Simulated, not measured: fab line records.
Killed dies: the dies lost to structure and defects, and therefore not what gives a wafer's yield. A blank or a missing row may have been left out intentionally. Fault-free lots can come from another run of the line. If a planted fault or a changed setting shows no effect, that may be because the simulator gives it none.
Problem report, 8D (eight disciplines) form, completed by code / flow sky130 / the parts of the form that need people (team, actions taken, sign-off) are left out

## 1. THE PROBLEM
runLengthS at SKY_METAL4_METAL_ETCH_18 reads a mean of 183.9 s on 3 wafers of 3 lots; wafers without a fault read 211.5 s with a standard deviation of 0.69. That puts it -40 standard deviations away from the usual mean.
The step: etches the open film in Cl2/BCl3, stops on SiO2, target depth 845 nm, time 183.1 s.
First seen on wafer L902.3, day 46 04:04, on rieMetal-01. Wafers with a number at this step in the record: 45, from 15 lots. Rule for "out" (also "out of limits"): further than 4 standard deviations from the usual mean. All remaining wafers that have a number are taken as sound.

## 2. WHAT THIS IS AND IS NOT
question=which readings at this step | is=runLengthS, oesProductAu | is not=drypumpMotorCurrentA
question=which lots | is=L902, L903, L904 | is not=L887, L889, L890, L893, L894, L895, L896, L900, L901, L905, L906, L907
question=which wafers of those lots | is=L902.3, L903.4, L904.4 | is not=L902.1, L902.6, L903.2, L903.5, L904.1, L904.2
question=read on which tools | is=rieMetal-01 | is not=rieMetal-03, rieMetal-04
question=when | is=from day 46 04:04 | is not=up to then (29 sound wafers); but 13 sound wafers of L903, L904, L905, L906, L907 came after

## 3. WHAT RULES OUT EACH SUSPECT
Counting: a tool at a process step up to the reading stays a suspect if it ran every lot that is out. Sound lots after the first of them don't rule it out here, since some wafers of a struck lot are sound.
- rieMetal-01 at SKY_METAL4_METAL_ETCH_18 (etches the open film in Cl2/BCl3, stops on SiO2, target depth 845 nm, time 183.1 s): kept. Every lot that is out went through it, the first being L902 (day 46 04:04); the last sound lot it ran before that was L895 (day 44 12:26). Its own oesProductAu, runLengthS readings are out on those wafers.
Remaining after the count: rieMetal-01 at SKY_METAL4_METAL_ETCH_18.

## 4. THE CAUSE (what the simulator had put in)
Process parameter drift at SKY_METAL4_METAL_ETCH_18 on rieMetal-01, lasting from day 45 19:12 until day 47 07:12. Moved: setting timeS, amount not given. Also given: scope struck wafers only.
After counting, this tool was the only one left.

## 5. SEQUENCE OF EFFECTS, ordered by route
Each row: a reading whose mean over the struck wafers that have a number lies more than 3 standard deviations from the usual. Readings are gone through only where the record gives a usual standard deviation; hours: the median, over the lots, of the time from a lot's start at the first step in this table giving one to that lot's start at this step; sigmas: the change measured in usual standard deviations.
hours=0; step=SKY_METAL4_METAL_ETCH_18; reading=oesProductAu; usual=0.866 a.u.; on struck wafers=0.993; change=+0.127; sigmas=+21
hours=0; step=SKY_METAL4_METAL_ETCH_18; reading=runLengthS; usual=211.5 s; on struck wafers=183.9; change=-27.6; sigmas=-40
hours=0; step=SKY_METAL4_STRIP_19; reading=oesProductAu; usual=0.502 a.u.; on struck wafers=0.537; change=+0.035; sigmas=+6.8
hours=0; step=SKY_METAL4_STRIP_19; reading=stripTimeToEndpointS; usual=6.55 s; on struck wafers=7.41; change=+0.86; sigmas=+15
Its process steps:
- SKY_METAL4_METAL_ETCH_18: etches the open film in Cl2/BCl3, stops on SiO2, target depth 845 nm, time 183.1 s.
- SKY_METAL4_STRIP_19: strips in O2/N2.

## 6. HOW IT WOULD HAVE BEEN CAUGHT EARLIER
The fault began at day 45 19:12; the first out-of-limits reading in this record came at day 46 04:04, 9 hours later.
